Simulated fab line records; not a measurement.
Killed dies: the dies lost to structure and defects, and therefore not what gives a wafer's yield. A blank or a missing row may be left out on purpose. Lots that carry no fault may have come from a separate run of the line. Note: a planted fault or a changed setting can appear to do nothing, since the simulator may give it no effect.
A lot that was struck, set against a sound lot + flow sky130 + 22 steps out of a route of 708
Sound: the wafers L423.1, L423.2, L423.6. Wafers L438.3, L438.4, L438.5 were the ones struck. The cause comes at the end.
At each step with rows: each side's tool, then ch and its chambers, then its first start. Under that, the readings that differ: sound wafers + struck wafers + difference of the means + sigmas: that difference in standard deviations of wafers without a fault.
alike: words and numbers the same on both sides, and readings whose means are apart by under 2 such deviations; not compared: readings that were withheld, readings missing a value for some wafer, numbers with overlapping values and no deviation given by the record, and bounds like >300 which may hide the same value.
A row with sigmas, a row that says differs or no value, or rows on one side alone: a step with any of these is where the two part. When numbers do not overlap yet have no deviation, they are printed without sigmas and do not part them. A reading missing from all wafers of one side parts the sides only when that side holds two or more wafers.

first, 6 steps without rows for these wafers: SKY_LDD_HVN_HMDS_01 (prime time 60 s); SKY_LDD_HVN_COAT_02 (resist thk 300 nm); SKY_LDD_HVN_SOFTBAKE_03 (time 60 s); SKY_LDD_HVN_EXPOSE_04 (exposes mask HVNTM, target cd 700 nm); SKY_LDD_HVN_PEB_05; SKY_LDD_HVN_DEVELOP_06 (develop time 60 s).
SKY_LDD_HVN_OVL_MEAS_07:
  sound: overlay-02 at day 22 18:58; struck: overlay-01 at day 27 06:31
  alike: LDD_HVN_OVL
next, for these wafers, 1 step has no rows: SKY_LDD_HVN_IMPLANT_08.
SKY_LDD_HVN_STRIP_09: strips in O2/N2.
  sound on plasma-asher-01 ch 0,1, day 22 19:08; struck on plasma-asher-02 ch 0,1, day 27 06:43
| reading                     | sound       | struck      | difference | sigmas |
|-----------------------------|-------------|-------------|------------|--------|
| drypump-motor-current-A (A) | 6.2 6.4 6.4 | 4.8 5.7 4.8 | -1.2       | -3     |
  alike: oes-product-au, strip-time-to-endpoint-s
  not compared: rf-hours-counter-h
SKY_LDD_HVN_TW_MEAS_10:
  sound: film-metro-04 at day 22 19:14; struck: film-metro-01 at day 27 06:48
  alike: LDD_HVN_TW
then, 2 steps without rows for these wafers: SKY_LDD_HVP_DEHYDRATE_00 (time 60 s); SKY_LDD_HVP_HMDS_01 (prime time 60 s).
SKY_LDD_HVP_COAT_02: resist thk 300 nm.
  sound on litho-track-02 ch 0, day 23 09:34; struck on litho-track-04 ch 0, day 27 21:00
| reading                                      | sound                | struck               | difference | sigmas      |
|----------------------------------------------|----------------------|----------------------|------------|-------------|
| spin-speed-rpm (rpm)                         | 2997.9 2997.0 3000.9 | 2774.8 2772.7 2774.8 | -224.5     | -99 or more |
| model.NOVOLAK_of_LDD_HVP_COAT_02.thk-nm (nm) | 299.6 300.3 299.7    | 313.6 313.3 313.6    | +13.6      |             |
  alike: resist-line-temp-C
then, 3 steps without rows for these wafers: SKY_LDD_HVP_SOFTBAKE_03 (time 60 s); SKY_LDD_HVP_EXPOSE_04 (exposes mask HVPTM, target cd 700 nm); SKY_LDD_HVP_PEB_05.
SKY_LDD_HVP_DEVELOP_06: develop time 60 s.
  sound on litho-track-02 ch 0, day 24 00:55; struck on litho-track-04 ch 0, day 28 11:00
| reading                                      | sound             | struck            | difference | sigmas |
|----------------------------------------------|-------------------|-------------------|------------|--------|
| model.NOVOLAK_of_LDD_HVP_COAT_02.thk-nm (nm) | 299.2 299.9 299.3 | 313.2 312.9 313.1 | +13.6      |        |
  alike: resist-line-temp-C
SKY_LDD_HVP_OVL_MEAS_07:
  sound: overlay-01 at day 24 01:04; struck: overlay-01 at day 28 11:07
| reading          | sound          | struck       | difference | sigmas |
|------------------|----------------|--------------|------------|--------|
| LDD_HVP_OVL (nm) | -3.7 -3.4 -2.9 | 1.9 1.5 -1.5 | +4.0       | +3     |
next, for these wafers, 1 step has no rows: SKY_LDD_HVP_IMPLANT_08.
SKY_LDD_HVP_STRIP_09: strips in O2/N2.
  sound on plasma-asher-03 ch 0,1, day 24 01:14; struck on plasma-asher-04 ch 0,1, day 28 11:19
| reading                      | sound             | struck            | difference | sigmas |
|------------------------------|-------------------|-------------------|------------|--------|
| strip-time-to-endpoint-s (s) | 4.116 4.130 4.123 | 4.315 4.320 4.308 | +0.191     | +13    |
  alike: drypump-motor-current-A, oes-product-au
  not compared: rf-hours-counter-h
SKY_LDD_HVP_TW_MEAS_10:
  sound: film-metro-01 at day 24 01:20; struck: film-metro-04 at day 28 11:24
  alike: LDD_HVP_TW
-- record jumps: 22 days separate the struck wafers' starts on either side; left off in module LDD_HVP, taken up again in module PAD_OPEN, whose first shown step is the route's number 708 --
SKY_PAD_OPEN_PROBE_99:
  sound: prober-01 at day 47 14:56; struck: prober-01 at day 50 07:53
  alike: killed_at_M0_to_M3, killed_at_M4_up, killed-at-contacts, killed-at-front-end, killed-at-other, killed-dies, killed-open, killed-short

WHERE THEY PART
Earliest at SKY_LDD_HVN_STRIP_09; latest, in this record, at SKY_LDD_HVP_STRIP_09. Later steps at which nothing parts them and some readings are alike: SKY_LDD_HVP_TW_MEAS_10, SKY_PAD_OPEN_PROBE_99.

WHY: what the simulator had put in
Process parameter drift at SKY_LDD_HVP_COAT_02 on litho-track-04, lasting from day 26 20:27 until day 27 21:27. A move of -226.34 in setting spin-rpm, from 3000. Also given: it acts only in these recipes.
